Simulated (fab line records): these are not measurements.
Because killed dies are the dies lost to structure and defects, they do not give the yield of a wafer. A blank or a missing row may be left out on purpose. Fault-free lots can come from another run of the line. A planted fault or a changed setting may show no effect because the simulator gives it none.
fab line records / flow sfqLine
record: lots: 7 wafers: 21 lastDay: 87
route steps=325 shown INCOMING@1 L0@3
lots with no fault: from the same line, run without faults
startH: hours from the record's first day to the start of the lot's first wafer shown / waitH: how many hours have passed since the lot's step before this one / " the same as in the row above / L1.1+2: several wafers, shown together as one row / - no value, or no start given / * or withheld: withheld / < > ~ a bound
route shown NAME@n: a module of which the file shows steps, and the number in the route of the first / usual: mean and standard deviation over wafers with no fault / same: alike in all rows / chamber/n: place in a boat / sites: each site's reading / _std_site: the standard deviation of these / _edge_site: the outer-site mean with the inner-site mean subtracted / radiusMm: for every site, how far away it sits from the centre of the wafer / mask NAME#n: copy n / behind: tool/chamber where the wafer was last shaped / hold: reason for holding the lot/hours on hold/outcome of the hold / device: whichever transistor did not switch (one of n, p or np) / end of line: at the end of the route, the tests of the same wafers / where a step has no rows: the recipe by itself / killed: at the first sort, the dies lost to defects and structure; wafer yield is something else / map: per-die view of a wafer (x killed, . not killed, _ where there is no die)
set.NAME: setting as actually run; set.NAME@STEP: the setting as run at that earlier step / model.NAME: the simulator's own value behind a step, which no gauge read
a table for each step, a row for each wafer; lots at some steps of the route
services: from which hour (startH, from the record's first day; less than 0 if before it) a tool's chamber was out of use, for how many hours, and why
== steps ==
step: SFQ_INCOMING_BOW_MEAS_900
recipe: mode: bow
usual: INCOMING_BOW: 0/6.5
lot.wafer=L814.2 tool=filmMetro-04 chamber=- startH=40.02 waitH=- INCOMING_BOW[um]=2
lot.wafer=L814.3 tool=filmMetro-04 chamber=- startH=40.02 waitH=- INCOMING_BOW[um]=-16
lot.wafer=L814.5 tool=filmMetro-04 chamber=- startH=40.02 waitH=- INCOMING_BOW[um]=-5
lot.wafer=L816.1 tool=filmMetro-01 chamber=- startH=50.00 waitH=- INCOMING_BOW[um]=-1
lot.wafer=L816.4 tool=filmMetro-01 chamber=- startH=50.00 waitH=- INCOMING_BOW[um]=-7
lot.wafer=L816.6 tool=filmMetro-01 chamber=- startH=50.00 waitH=- INCOMING_BOW[um]=11
lot.wafer=L819.1 tool=filmMetro-04 chamber=- startH=65.00 waitH=- INCOMING_BOW[um]=6
lot.wafer=L819.3 tool=filmMetro-04 chamber=- startH=65.00 waitH=- INCOMING_BOW[um]=10
lot.wafer=L819.4 tool=filmMetro-04 chamber=- startH=65.00 waitH=- INCOMING_BOW[um]=-10
lot.wafer=L820.1 tool=filmMetro-03 chamber=- startH=70.00 waitH=- INCOMING_BOW[um]=1
lot.wafer=L820.4 tool=filmMetro-03 chamber=- startH=70.00 waitH=- INCOMING_BOW[um]=-1
lot.wafer=L820.6 tool=filmMetro-03 chamber=- startH=70.00 waitH=- INCOMING_BOW[um]=1
lot.wafer=L822.1 tool=filmMetro-01 chamber=- startH=80.00 waitH=- INCOMING_BOW[um]=-5
lot.wafer=L822.2 tool=filmMetro-01 chamber=- startH=80.00 waitH=- INCOMING_BOW[um]=-2
lot.wafer=L822.5 tool=filmMetro-01 chamber=- startH=80.00 waitH=- INCOMING_BOW[um]=-8
lot.wafer=L827.1 tool=filmMetro-03 chamber=- startH=105.00 waitH=- INCOMING_BOW[um]=-2
lot.wafer=L827.2 tool=filmMetro-03 chamber=- startH=105.00 waitH=- INCOMING_BOW[um]=4
lot.wafer=L827.5 tool=filmMetro-03 chamber=- startH=105.00 waitH=- INCOMING_BOW[um]=4
lot.wafer=L831.2 tool=filmMetro-03 chamber=- startH=125.02 waitH=- INCOMING_BOW[um]=5
lot.wafer=L831.4 tool=filmMetro-03 chamber=- startH=125.02 waitH=- INCOMING_BOW[um]=9
lot.wafer=L831.6 tool=filmMetro-03 chamber=- startH=125.02 waitH=- INCOMING_BOW[um]=19
step: SFQ_TRILAYER_INCOMING_OXIDATION_002
recipe: tempC: 1000 ambient: H2O targetThkA: 5000 pH2oTorr: 720 oxTimeS: 4939
step: SFQ_TRILAYER_L0_DEP_SPUTTER_003
recipe: material: MoNx_KI basePressurePa: 1.33e-06 targetThkNm: 40 powerW: 800 timeS: 100 chamberPressurePa: 0.4
usual: throttleValvePct: 29.8/0.89
lot.wafer=L814.2 tool=pvdSputter-04 chamber=- startH=42.49 waitH=0.0 throttleValvePct=30.7
lot.wafer=L814.3 tool=pvdSputter-04 chamber=- startH=42.49 waitH=0.0 throttleValvePct=29.1
lot.wafer=L814.5 tool=pvdSputter-04 chamber=- startH=42.49 waitH=0.0 throttleValvePct=30.5
lot.wafer=L816.1 tool=pvdSputter-04 chamber=- startH=52.49 waitH=0.0 throttleValvePct=30.6
lot.wafer=L816.4 tool=pvdSputter-04 chamber=- startH=52.49 waitH=0.0 throttleValvePct=30.5
lot.wafer=L816.6 tool=pvdSputter-04 chamber=- startH=52.49 waitH=0.0 throttleValvePct=30.8
lot.wafer=L819.1 tool=pvdSputter-05 chamber=- startH=67.49 waitH=0.0 throttleValvePct=29.4
lot.wafer=L819.3 tool=pvdSputter-05 chamber=- startH=67.49 waitH=0.0 throttleValvePct=29.1
lot.wafer=L819.4 tool=pvdSputter-05 chamber=- startH=67.49 waitH=0.0 throttleValvePct=30.2
lot.wafer=L820.1 tool=pvdSputter-06 chamber=- startH=72.49 waitH=0.0 throttleValvePct=30.0
lot.wafer=L820.4 tool=pvdSputter-06 chamber=- startH=72.49 waitH=0.0 throttleValvePct=27.9
lot.wafer=L820.6 tool=pvdSputter-06 chamber=- startH=72.49 waitH=0.0 throttleValvePct=31.5
lot.wafer=L822.1 tool=pvdSputter-05 chamber=- startH=82.49 waitH=0.0 throttleValvePct=30.0
lot.wafer=L822.2 tool=pvdSputter-05 chamber=- startH=82.49 waitH=0.0 throttleValvePct=29.5
lot.wafer=L822.5 tool=pvdSputter-05 chamber=- startH=82.49 waitH=0.0 throttleValvePct=30.2
lot.wafer=L827.1 tool=pvdSputter-04 chamber=- startH=107.49 waitH=0.0 throttleValvePct=30.8
lot.wafer=L827.2 tool=pvdSputter-04 chamber=- startH=107.49 waitH=0.0 throttleValvePct=29.0
lot.wafer=L827.5 tool=pvdSputter-04 chamber=- startH=107.49 waitH=0.0 throttleValvePct=28.8
lot.wafer=L831.2 tool=pvdSputter-04 chamber=- startH=127.49 waitH=0.0 throttleValvePct=30.7
lot.wafer=L831.4 tool=pvdSputter-04 chamber=- startH=127.49 waitH=0.0 throttleValvePct=30.6
lot.wafer=L831.6 tool=pvdSputter-04 chamber=- startH=127.49 waitH=0.0 throttleValvePct=30.9
step: SFQ_L0_RS_MEAS_901
recipe: thkMeasGauge: four-point-probe reads: MoNx_KI_of_TRILAYER_L0_DEP_SPUTTER_003
usual: L0_MONX_KI_RS: 43.7/0.51
lot.wafer=L814.2 tool=filmMetro-01 chamber=- startH=42.58 waitH=0.1 L0_MONX_KI_RS[ohm/sq]=43.1
lot.wafer=L814.3 tool=filmMetro-01 chamber=- startH=42.58 waitH=0.1 L0_MONX_KI_RS[ohm/sq]=42.8
lot.wafer=L814.5 tool=filmMetro-01 chamber=- startH=42.58 waitH=0.1 L0_MONX_KI_RS[ohm/sq]=44.0
lot.wafer=L816.1 tool=filmMetro-04 chamber=- startH=52.56 waitH=0.0 L0_MONX_KI_RS[ohm/sq]=43.2
lot.wafer=L816.4 tool=filmMetro-04 chamber=- startH=52.56 waitH=0.0 L0_MONX_KI_RS[ohm/sq]=44.3
lot.wafer=L816.6 tool=filmMetro-04 chamber=- startH=52.56 waitH=0.0 L0_MONX_KI_RS[ohm/sq]=43.3
lot.wafer=L819.1 tool=filmMetro-01 chamber=- startH=67.56 waitH=0.0 L0_MONX_KI_RS[ohm/sq]=43.4
lot.wafer=L819.3 tool=filmMetro-01 chamber=- startH=67.56 waitH=0.0 L0_MONX_KI_RS[ohm/sq]=42.7
lot.wafer=L819.4 tool=filmMetro-01 chamber=- startH=67.56 waitH=0.0 L0_MONX_KI_RS[ohm/sq]=42.9
lot.wafer=L820.1 tool=filmMetro-02 chamber=- startH=72.56 waitH=0.0 L0_MONX_KI_RS[ohm/sq]=43.7
lot.wafer=L820.4 tool=filmMetro-02 chamber=- startH=72.56 waitH=0.0 L0_MONX_KI_RS[ohm/sq]=43.8
lot.wafer=L820.6 tool=filmMetro-02 chamber=- startH=72.56 waitH=0.0 L0_MONX_KI_RS[ohm/sq]=43.8
lot.wafer=L822.1 tool=filmMetro-01 chamber=- startH=82.56 waitH=0.0 L0_MONX_KI_RS[ohm/sq]=43.5
lot.wafer=L822.2 tool=filmMetro-01 chamber=- startH=82.56 waitH=0.0 L0_MONX_KI_RS[ohm/sq]=43.6
lot.wafer=L822.5 tool=filmMetro-01 chamber=- startH=82.56 waitH=0.0 L0_MONX_KI_RS[ohm/sq]=43.5
lot.wafer=L827.1 tool=filmMetro-04 chamber=- startH=107.56 waitH=0.0 L0_MONX_KI_RS[ohm/sq]=44.0
lot.wafer=L827.2 tool=filmMetro-04 chamber=- startH=107.56 waitH=0.0 L0_MONX_KI_RS[ohm/sq]=43.7
lot.wafer=L827.5 tool=filmMetro-04 chamber=- startH=107.56 waitH=0.0 L0_MONX_KI_RS[ohm/sq]=43.9
lot.wafer=L831.2 tool=filmMetro-04 chamber=- startH=127.58 waitH=0.1 L0_MONX_KI_RS[ohm/sq]=43.8
lot.wafer=L831.4 tool=filmMetro-04 chamber=- startH=127.58 waitH=0.1 L0_MONX_KI_RS[ohm/sq]=44.3
lot.wafer=L831.6 tool=filmMetro-04 chamber=- startH=127.58 waitH=0.1 L0_MONX_KI_RS[ohm/sq]=44.5
step: SFQ_L0_THK_MEAS_902
recipe: thkMeasGauge: xrf reads: MoNx_KI_of_TRILAYER_L0_DEP_SPUTTER_003
usual: L0_MONX_KI_THK: 40.3/0.49
lot.wafer=L814.2 tool=filmMetro-01 chamber=- startH=42.69 waitH=0.1 L0_MONX_KI_THK[nm]=40.6
lot.wafer=L814.3 tool=filmMetro-01 chamber=- startH=42.69 waitH=0.1 L0_MONX_KI_THK[nm]=41.1
lot.wafer=L814.5 tool=filmMetro-01 chamber=- startH=42.69 waitH=0.1 L0_MONX_KI_THK[nm]=40.0
lot.wafer=L816.1 tool=filmMetro-04 chamber=- startH=52.68 waitH=0.1 L0_MONX_KI_THK[nm]=40.7
lot.wafer=L816.4 tool=filmMetro-04 chamber=- startH=52.68 waitH=0.1 L0_MONX_KI_THK[nm]=40.1
lot.wafer=L816.6 tool=filmMetro-04 chamber=- startH=52.68 waitH=0.1 L0_MONX_KI_THK[nm]=40.6
lot.wafer=L819.1 tool=filmMetro-01 chamber=- startH=67.68 waitH=0.1 L0_MONX_KI_THK[nm]=40.8
lot.wafer=L819.3 tool=filmMetro-01 chamber=- startH=67.68 waitH=0.1 L0_MONX_KI_THK[nm]=41.3
lot.wafer=L819.4 tool=filmMetro-01 chamber=- startH=67.68 waitH=0.1 L0_MONX_KI_THK[nm]=41.1
lot.wafer=L820.1 tool=filmMetro-02 chamber=- startH=72.68 waitH=0.1 L0_MONX_KI_THK[nm]=40.3
lot.wafer=L820.4 tool=filmMetro-02 chamber=- startH=72.68 waitH=0.1 L0_MONX_KI_THK[nm]=40.6
lot.wafer=L820.6 tool=filmMetro-02 chamber=- startH=72.68 waitH=0.1 L0_MONX_KI_THK[nm]=40.4
lot.wafer=L822.1 tool=filmMetro-01 chamber=- startH=82.68 waitH=0.1 L0_MONX_KI_THK[nm]=40.6
lot.wafer=L822.2 tool=filmMetro-01 chamber=- startH=82.68 waitH=0.1 L0_MONX_KI_THK[nm]=40.4
lot.wafer=L822.5 tool=filmMetro-01 chamber=- startH=82.68 waitH=0.1 L0_MONX_KI_THK[nm]=40.5
lot.wafer=L827.1 tool=filmMetro-04 chamber=- startH=107.68 waitH=0.1 L0_MONX_KI_THK[nm]=40.1
lot.wafer=L827.2 tool=filmMetro-04 chamber=- startH=107.68 waitH=0.1 L0_MONX_KI_THK[nm]=40.2
lot.wafer=L827.5 tool=filmMetro-04 chamber=- startH=107.68 waitH=0.1 L0_MONX_KI_THK[nm]=39.9
lot.wafer=L831.2 tool=filmMetro-04 chamber=- startH=127.69 waitH=0.1 L0_MONX_KI_THK[nm]=40.2
lot.wafer=L831.4 tool=filmMetro-04 chamber=- startH=127.69 waitH=0.1 L0_MONX_KI_THK[nm]=39.9
lot.wafer=L831.6 tool=filmMetro-04 chamber=- startH=127.69 waitH=0.1 L0_MONX_KI_THK[nm]=39.4
step: SFQ_TRILAYER_L0_LITHO_COAT_010
recipe: resist: BARC spinRpm: 3000 resistThkNm: 62
step: SFQ_TRILAYER_L0_LITHO_COAT_005
recipe: resist: KrF spinRpm: 3000 resistThkNm: 600
step: SFQ_TRILAYER_L0_LITHO_SOFTBAKE_009
recipe: tempC: withheld timeS: withheld resist: KrF
step: SFQ_TRILAYER_L0_LITHO_EXPOSE_006
recipe: maskId: L0 na: 0.6 sourceShape: conventional sigmaOuter: 0.65 targetCdNm: 2000 doseMj: 14.4
step: SFQ_TRILAYER_L0_LITHO_PEB_008
recipe: pebTempC: 115 pebTimeS: 60 resist: KrF
step: SFQ_TRILAYER_L0_LITHO_DEVELOP_007
recipe: timeS: 60 resist: KrF
step: SFQ_TRILAYER_L0_BARC_OPEN_METAL_ETCH_010
recipe: maskMaterial: PR chemistry: O2 targetDepthNm: 125 target: BARC icpW: 600 biasW: 80 pressureMtorr: 10 timeS: 41.7
usual: drypumpMotorCurrentA: 5.5/0.38 oesProductAu: 0.685/0.0047
lot.wafer=L814.2 tool=rieMetal-04 chamber=0 startH=118.90 waitH=0.1 drypumpMotorCurrentA=5.6 oesProductAu=0.680 rfHoursCounterH=167 model.KrF_of_TRILAYER_L0_LITHO_COAT_005.thkNm=523.3
lot.wafer=L814.3 tool=rieMetal-04 chamber=1 startH=118.90 waitH=0.1 drypumpMotorCurrentA=5.6 oesProductAu=0.682 rfHoursCounterH=- model.KrF_of_TRILAYER_L0_LITHO_COAT_005.thkNm=522.9
lot.wafer=L814.5 tool=rieMetal-04 chamber=1 startH=118.90 waitH=0.1 drypumpMotorCurrentA=5.6 oesProductAu=0.682 rfHoursCounterH=- model.KrF_of_TRILAYER_L0_LITHO_COAT_005.thkNm=521.7
lot.wafer=L816.1 tool=rieMetal-01 chamber=0 startH=127.30 waitH=0.1 drypumpMotorCurrentA=5.2 oesProductAu=0.676 rfHoursCounterH=194 model.KrF_of_TRILAYER_L0_LITHO_COAT_005.thkNm=522.6
lot.wafer=L816.4 tool=rieMetal-01 chamber=0 startH=127.30 waitH=0.1 drypumpMotorCurrentA=5.2 oesProductAu=0.682 rfHoursCounterH=- model.KrF_of_TRILAYER_L0_LITHO_COAT_005.thkNm=521.9
lot.wafer=L816.6 tool=rieMetal-01 chamber=0 startH=127.30 waitH=0.1 drypumpMotorCurrentA=5.2 oesProductAu=0.687 rfHoursCounterH=- model.KrF_of_TRILAYER_L0_LITHO_COAT_005.thkNm=522.6
lot.wafer=L819.1 tool=rieMetal-01 chamber=0 startH=147.62 waitH=0.1 drypumpMotorCurrentA=5.2 oesProductAu=0.686 rfHoursCounterH=197 model.KrF_of_TRILAYER_L0_LITHO_COAT_005.thkNm=537
lot.wafer=L819.3 tool=rieMetal-01 chamber=1 startH=147.62 waitH=0.1 drypumpMotorCurrentA=6.0 oesProductAu=0.687 rfHoursCounterH=- model.KrF_of_TRILAYER_L0_LITHO_COAT_005.thkNm=537.7
lot.wafer=L819.4 tool=rieMetal-01 chamber=0 startH=147.62 waitH=0.1 drypumpMotorCurrentA=5.2 oesProductAu=0.686 rfHoursCounterH=- model.KrF_of_TRILAYER_L0_LITHO_COAT_005.thkNm=538.9
lot.wafer=L820.1 tool=rieMetal-01 chamber=1 startH=152.42 waitH=0.1 drypumpMotorCurrentA=5.9 oesProductAu=0.681 rfHoursCounterH=2 model.KrF_of_TRILAYER_L0_LITHO_COAT_005.thkNm=535.6
lot.wafer=L820.4 tool=rieMetal-01 chamber=1 startH=152.42 waitH=0.1 drypumpMotorCurrentA=6.0 oesProductAu=0.682 rfHoursCounterH=- model.KrF_of_TRILAYER_L0_LITHO_COAT_005.thkNm=537.4
lot.wafer=L820.6 tool=rieMetal-01 chamber=1 startH=152.42 waitH=0.1 drypumpMotorCurrentA=6.0 oesProductAu=0.696 rfHoursCounterH=- model.KrF_of_TRILAYER_L0_LITHO_COAT_005.thkNm=520.5
lot.wafer=L822.1 tool=rieMetal-01 chamber=0 startH=162.02 waitH=0.1 drypumpMotorCurrentA=5.3 oesProductAu=0.683 rfHoursCounterH=200 model.KrF_of_TRILAYER_L0_LITHO_COAT_005.thkNm=537.5
lot.wafer=L822.2 tool=rieMetal-01 chamber=1 startH=162.02 waitH=0.1 drypumpMotorCurrentA=6.0 oesProductAu=0.679 rfHoursCounterH=4 model.KrF_of_TRILAYER_L0_LITHO_COAT_005.thkNm=521.3
lot.wafer=L822.5 tool=rieMetal-01 chamber=0 startH=162.02 waitH=0.1 drypumpMotorCurrentA=5.3 oesProductAu=0.687 rfHoursCounterH=- model.KrF_of_TRILAYER_L0_LITHO_COAT_005.thkNm=520.9
lot.wafer=L827.1 tool=rieMetal-03 chamber=1 startH=197.70 waitH=0.1 drypumpMotorCurrentA=4.8 oesProductAu=0.686 rfHoursCounterH=59 model.KrF_of_TRILAYER_L0_LITHO_COAT_005.thkNm=521.7
lot.wafer=L827.2 tool=rieMetal-03 chamber=0 startH=197.70 waitH=0.1 drypumpMotorCurrentA=6.1 oesProductAu=0.687 rfHoursCounterH=124 model.KrF_of_TRILAYER_L0_LITHO_COAT_005.thkNm=524.6
lot.wafer=L827.5 tool=rieMetal-03 chamber=1 startH=197.70 waitH=0.1 drypumpMotorCurrentA=4.8 oesProductAu=0.687 rfHoursCounterH=- model.KrF_of_TRILAYER_L0_LITHO_COAT_005.thkNm=522.3
lot.wafer=L831.2 tool=rieMetal-04 chamber=1 startH=224.60 waitH=0.1 drypumpMotorCurrentA=5.6 oesProductAu=0.681 rfHoursCounterH=162 model.KrF_of_TRILAYER_L0_LITHO_COAT_005.thkNm=521.2
lot.wafer=L831.4 tool=rieMetal-04 chamber=0 startH=224.60 waitH=0.1 drypumpMotorCurrentA=5.6 oesProductAu=0.684 rfHoursCounterH=- model.KrF_of_TRILAYER_L0_LITHO_COAT_005.thkNm=523.6
lot.wafer=L831.6 tool=rieMetal-04 chamber=1 startH=224.60 waitH=0.1 drypumpMotorCurrentA=5.6 oesProductAu=0.684 rfHoursCounterH=- model.KrF_of_TRILAYER_L0_LITHO_COAT_005.thkNm=522.7
step: SFQ_TRILAYER_L0_ETCH_METAL_ETCH_008
recipe: target: MoNx_KI stopOn: SiO2 maskMaterial: PR chemistry: SF6/O2 targetDepthNm: 50 icpW: 600 biasW: 80 pressureMtorr: 10 timeS: 25
usual: drypumpMotorCurrentA: 5.5/0.38 oesProductAu: 0.873/0.007
lot.wafer=L814.2 tool=rieMetal-04 chamber=0 startH=118.96 waitH=0.0 drypumpMotorCurrentA=5.5 oesProductAu=0.875 rfHoursCounterH=167 model.KrF_of_TRILAYER_L0_LITHO_COAT_005.thkNm=483.4
lot.wafer=L814.3 tool=rieMetal-04 chamber=1 startH=118.96 waitH=0.0 drypumpMotorCurrentA=5.6 oesProductAu=0.882 rfHoursCounterH=- model.KrF_of_TRILAYER_L0_LITHO_COAT_005.thkNm=481.9
lot.wafer=L814.5 tool=rieMetal-04 chamber=1 startH=118.96 waitH=0.0 drypumpMotorCurrentA=5.6 oesProductAu=0.867 rfHoursCounterH=- model.KrF_of_TRILAYER_L0_LITHO_COAT_005.thkNm=480.4
lot.wafer=L816.1 tool=rieMetal-01 chamber=0 startH=127.42 waitH=0.1 drypumpMotorCurrentA=5.2 oesProductAu=0.884 rfHoursCounterH=194 model.KrF_of_TRILAYER_L0_LITHO_COAT_005.thkNm=480.8
lot.wafer=L816.4 tool=rieMetal-01 chamber=0 startH=127.42 waitH=0.1 drypumpMotorCurrentA=5.2 oesProductAu=0.865 rfHoursCounterH=- model.KrF_of_TRILAYER_L0_LITHO_COAT_005.thkNm=480.3
lot.wafer=L816.6 tool=rieMetal-01 chamber=0 startH=127.42 waitH=0.1 drypumpMotorCurrentA=5.2 oesProductAu=0.872 rfHoursCounterH=- model.KrF_of_TRILAYER_L0_LITHO_COAT_005.thkNm=480.7
lot.wafer=L819.1 tool=rieMetal-01 chamber=0 startH=147.68 waitH=0.0 drypumpMotorCurrentA=5.3 oesProductAu=0.866 rfHoursCounterH=197 model.KrF_of_TRILAYER_L0_LITHO_COAT_005.thkNm=494.9
lot.wafer=L819.3 tool=rieMetal-01 chamber=1 startH=147.68 waitH=0.0 drypumpMotorCurrentA=6.0 oesProductAu=0.881 rfHoursCounterH=- model.KrF_of_TRILAYER_L0_LITHO_COAT_005.thkNm=496.7
lot.wafer=L819.4 tool=rieMetal-01 chamber=0 startH=147.68 waitH=0.0 drypumpMotorCurrentA=5.2 oesProductAu=0.878 rfHoursCounterH=- model.KrF_of_TRILAYER_L0_LITHO_COAT_005.thkNm=496.8
lot.wafer=L820.1 tool=rieMetal-01 chamber=1 startH=152.48 waitH=0.0 drypumpMotorCurrentA=6.0 oesProductAu=0.878 rfHoursCounterH=2 model.KrF_of_TRILAYER_L0_LITHO_COAT_005.thkNm=495
lot.wafer=L820.4 tool=rieMetal-01 chamber=1 startH=152.48 waitH=0.0 drypumpMotorCurrentA=6.0 oesProductAu=0.873 rfHoursCounterH=- model.KrF_of_TRILAYER_L0_LITHO_COAT_005.thkNm=496.8
lot.wafer=L820.6 tool=rieMetal-01 chamber=1 startH=152.48 waitH=0.0 drypumpMotorCurrentA=6.0 oesProductAu=0.880 rfHoursCounterH=- model.KrF_of_TRILAYER_L0_LITHO_COAT_005.thkNm=479.6
lot.wafer=L822.1 tool=rieMetal-01 chamber=0 startH=162.08 waitH=0.0 drypumpMotorCurrentA=5.2 oesProductAu=0.871 rfHoursCounterH=200 model.KrF_of_TRILAYER_L0_LITHO_COAT_005.thkNm=495.4
lot.wafer=L822.2 tool=rieMetal-01 chamber=1 startH=162.08 waitH=0.0 drypumpMotorCurrentA=6.0 oesProductAu=0.876 rfHoursCounterH=4 model.KrF_of_TRILAYER_L0_LITHO_COAT_005.thkNm=480.2
lot.wafer=L822.5 tool=rieMetal-01 chamber=0 startH=162.08 waitH=0.0 drypumpMotorCurrentA=5.2 oesProductAu=0.880 rfHoursCounterH=- model.KrF_of_TRILAYER_L0_LITHO_COAT_005.thkNm=478.8
lot.wafer=L827.1 tool=rieMetal-03 chamber=1 startH=197.76 waitH=0.0 drypumpMotorCurrentA=4.8 oesProductAu=0.872 rfHoursCounterH=59 model.KrF_of_TRILAYER_L0_LITHO_COAT_005.thkNm=479.3
lot.wafer=L827.2 tool=rieMetal-03 chamber=0 startH=197.76 waitH=0.0 drypumpMotorCurrentA=6.1 oesProductAu=0.873 rfHoursCounterH=125 model.KrF_of_TRILAYER_L0_LITHO_COAT_005.thkNm=482.5
lot.wafer=L827.5 tool=rieMetal-03 chamber=1 startH=197.76 waitH=0.0 drypumpMotorCurrentA=4.8 oesProductAu=0.875 rfHoursCounterH=- model.KrF_of_TRILAYER_L0_LITHO_COAT_005.thkNm=479.6
lot.wafer=L831.2 tool=rieMetal-04 chamber=1 startH=224.66 waitH=0.0 drypumpMotorCurrentA=5.7 oesProductAu=0.874 rfHoursCounterH=162 model.KrF_of_TRILAYER_L0_LITHO_COAT_005.thkNm=479
lot.wafer=L831.4 tool=rieMetal-04 chamber=0 startH=224.66 waitH=0.0 drypumpMotorCurrentA=5.6 oesProductAu=0.864 rfHoursCounterH=- model.KrF_of_TRILAYER_L0_LITHO_COAT_005.thkNm=482.3
lot.wafer=L831.6 tool=rieMetal-04 chamber=1 startH=224.66 waitH=0.0 drypumpMotorCurrentA=5.7 oesProductAu=0.857 rfHoursCounterH=- model.KrF_of_TRILAYER_L0_LITHO_COAT_005.thkNm=481
step: SFQ_TRILAYER_L0_STRIP_STRIP_009
recipe: gas: O2 powerW: 200 platenTempC: 40 overashFraction: 0.65 chemistry: O2 pressureMtorr: 50
usual: drypumpMotorCurrentA: 5.5/0.38 oesProductAu: 1.001/0.0084
lot.wafer=L814.2 tool=rieMetal-04 chamber=0 startH=119.00 waitH=0.0 drypumpMotorCurrentA=5.6 oesProductAu=0.998 rfHoursCounterH=167
lot.wafer=L814.3 tool=rieMetal-04 chamber=1 startH=119.00 waitH=0.0 drypumpMotorCurrentA=5.6 oesProductAu=1.012 rfHoursCounterH=-
lot.wafer=L814.5 tool=rieMetal-04 chamber=1 startH=119.00 waitH=0.0 drypumpMotorCurrentA=5.7 oesProductAu=1.011 rfHoursCounterH=-
lot.wafer=L816.1 tool=rieMetal-01 chamber=0 startH=127.51 waitH=0.1 drypumpMotorCurrentA=5.2 oesProductAu=1.000 rfHoursCounterH=195
lot.wafer=L816.4 tool=rieMetal-01 chamber=0 startH=127.51 waitH=0.1 drypumpMotorCurrentA=5.2 oesProductAu=1.003 rfHoursCounterH=-
lot.wafer=L816.6 tool=rieMetal-01 chamber=0 startH=127.51 waitH=0.1 drypumpMotorCurrentA=5.2 oesProductAu=1.002 rfHoursCounterH=-
lot.wafer=L819.1 tool=rieMetal-01 chamber=0 startH=147.73 waitH=0.0 drypumpMotorCurrentA=5.3 oesProductAu=1.008 rfHoursCounterH=197
lot.wafer=L819.3 tool=rieMetal-01 chamber=1 startH=147.73 waitH=0.0 drypumpMotorCurrentA=6.0 oesProductAu=1.002 rfHoursCounterH=-
lot.wafer=L819.4 tool=rieMetal-01 chamber=0 startH=147.73 waitH=0.0 drypumpMotorCurrentA=5.2 oesProductAu=1.011 rfHoursCounterH=-
lot.wafer=L820.1 tool=rieMetal-01 chamber=1 startH=152.53 waitH=0.0 drypumpMotorCurrentA=6.0 oesProductAu=0.989 rfHoursCounterH=2
lot.wafer=L820.4 tool=rieMetal-01 chamber=1 startH=152.53 waitH=0.0 drypumpMotorCurrentA=6.0 oesProductAu=0.987 rfHoursCounterH=-
lot.wafer=L820.6 tool=rieMetal-01 chamber=1 startH=152.53 waitH=0.0 drypumpMotorCurrentA=6.0 oesProductAu=0.991 rfHoursCounterH=-
lot.wafer=L822.1 tool=rieMetal-01 chamber=0 startH=162.13 waitH=0.0 drypumpMotorCurrentA=5.2 oesProductAu=1.000 rfHoursCounterH=200
lot.wafer=L822.2 tool=rieMetal-01 chamber=1 startH=162.13 waitH=0.0 drypumpMotorCurrentA=6.0 oesProductAu=0.994 rfHoursCounterH=4
lot.wafer=L822.5 tool=rieMetal-01 chamber=0 startH=162.13 waitH=0.0 drypumpMotorCurrentA=5.2 oesProductAu=1.005 rfHoursCounterH=-
lot.wafer=L827.1 tool=rieMetal-03 chamber=1 startH=197.80 waitH=0.0 drypumpMotorCurrentA=4.8 oesProductAu=1.020 rfHoursCounterH=59
lot.wafer=L827.2 tool=rieMetal-03 chamber=0 startH=197.80 waitH=0.0 drypumpMotorCurrentA=6.2 oesProductAu=1.002 rfHoursCounterH=125
lot.wafer=L827.5 tool=rieMetal-03 chamber=1 startH=197.80 waitH=0.0 drypumpMotorCurrentA=4.8 oesProductAu=1.011 rfHoursCounterH=-
lot.wafer=L831.2 tool=rieMetal-04 chamber=1 startH=224.71 waitH=0.0 drypumpMotorCurrentA=5.7 oesProductAu=0.999 rfHoursCounterH=162
lot.wafer=L831.4 tool=rieMetal-04 chamber=0 startH=224.71 waitH=0.0 drypumpMotorCurrentA=5.6 oesProductAu=0.996 rfHoursCounterH=-
lot.wafer=L831.6 tool=rieMetal-04 chamber=1 startH=224.71 waitH=0.0 drypumpMotorCurrentA=5.7 oesProductAu=1.006 rfHoursCounterH=-
== services ==
tool=rieMetal-03 chamber=- startH=28.04 hours=1.0 kind=repair
tool=pvdSputter-04 chamber=- startH=34.32 hours=7.6 kind=repair
tool=pvdSputter-04 chamber=- startH=81.79 hours=6.9 kind=repair
tool=rieMetal-04 chamber=- startH=84.92 hours=1.2 kind=repair
tool=rieMetal-01 chamber=1 startH=96.88 hours=- kind=clean
tool=rieMetal-01 chamber=1 startH=96.88 hours=34.5 kind=scheduledDown
tool=rieMetal-01 chamber=1 startH=96.88 hours=34.5 kind=ventCycle
tool=pvdSputter-04 chamber=3 startH=100.30 hours=- kind=consumableReplace:kit
tool=pvdSputter-04 chamber=3 startH=100.30 hours=18.0 kind=scheduledDown
tool=pvdSputter-04 chamber=3 startH=100.30 hours=18.0 kind=ventCycle
tool=rieMetal-04 chamber=- startH=144.07 hours=0.3 kind=repair
tool=pvdSputter-06 chamber=1 startH=183.99 hours=- kind=consumableReplace:kit
tool=pvdSputter-06 chamber=1 startH=183.99 hours=18.0 kind=scheduledDown
tool=pvdSputter-06 chamber=1 startH=183.99 hours=18.0 kind=ventCycle
tool=rieMetal-01 chamber=0 startH=209.02 hours=- kind=clean
tool=rieMetal-01 chamber=0 startH=209.02 hours=- kind=consumableReplace:focusRing
tool=rieMetal-01 chamber=0 startH=209.02 hours=21.6 kind=scheduledDown
tool=rieMetal-01 chamber=0 startH=209.02 hours=21.6 kind=ventCycle
== key ==
firstSign none at tools or gauges
modelEffect: step: SFQ_TRILAYER_L0_BARC_OPEN_METAL_ETCH_010 value: KrF_of_TRILAYER_L0_LITHO_COAT_005.thkNm without: 522.3 struck: 537.4
modelEffect: step: SFQ_TRILAYER_L0_ETCH_METAL_ETCH_008 value: KrF_of_TRILAYER_L0_LITHO_COAT_005.thkNm without: 480.8 struck: 495.9
metAt SFQ_TRILAYER_L0_BARC_OPEN_METAL_ETCH_010
struckWafers L819.1,L819.3,L819.4,L820.1,L820.4,L822.1
onsetBetween 127.30 147.62
fault: kind: processParameterDrift tool: rieMetal-01 chamber: - onsetH: 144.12 steps: SFQ_TRILAYER_L0_BARC_OPEN_METAL_ETCH_010 channel: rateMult offset: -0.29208 shape: step endH: 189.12 scope: struckWafersOnly
